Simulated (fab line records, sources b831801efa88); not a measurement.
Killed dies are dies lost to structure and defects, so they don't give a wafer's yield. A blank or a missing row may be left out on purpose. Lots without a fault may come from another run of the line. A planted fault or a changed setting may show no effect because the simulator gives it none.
One fault seen from 2 desks | flow gf180mcu | each desk has only its own numbers; what lay behind them comes last

THE TOOL OWNER'S DESK: pvd_sputter-03
The tool's own readings at GF_M1_SPUTTER_00 (material Ti, target thk 37.5 nm, time 150 s): means of the sampled wafers that have a number, for each lot that ran on this tool. A lot is out of limits, marked OUT, if its mean lies more than 4 standard deviations from the usual mean; the brackets give that distance.
Columns: A = throttle_valve_pct at GF_M1_SPUTTER_00, usual 29.9 %
lot  | first seen here | A
L699 | day 18 09:36    | 29.7
L708 | day 21 21:38    | 30.3
L711 | day 22 16:04    | 29.2
L712 | day 23 12:22    | 30.0
This desk's finding: nothing out of limits on any of the 4 lots.

THE METROLOGY DESK
What the gauges read, lot by lot, whatever tool the lot ran on: means of the sampled wafers that have a number. A lot is out of limits, marked OUT, if its mean lies more than 4 standard deviations from the usual mean; the brackets give that distance.
Columns: A = CONTACT_W_RS at GF_CONTACT_RS_MEAS_25, usual 0.381 ohm/sq; B = CONTACT_W_THK at GF_CONTACT_THK_MEAS_26, usual 306 nm
lot  | first seen here | A     | B
L699 | day 18 09:08    | 0.368 | 318
L701 | day 19 02:20    | 0.384 | 303
L708 | day 21 21:11    | 0.380 | 310
L711 | day 22 15:36    | 0.380 | 306
L712 | day 23 11:55    | 0.381 | 304
L714 | day 23 21:07    | 0.378 | 307
L716 | day 24 10:13    | 0.389 | 300
This desk's finding: nothing out of limits on any of the 7 lots.

PUT TOGETHER
The tool owner's desk saw nothing out of limits.
The metrology desk saw nothing out of limits.

WHAT THE SIMULATOR HAD PUT IN
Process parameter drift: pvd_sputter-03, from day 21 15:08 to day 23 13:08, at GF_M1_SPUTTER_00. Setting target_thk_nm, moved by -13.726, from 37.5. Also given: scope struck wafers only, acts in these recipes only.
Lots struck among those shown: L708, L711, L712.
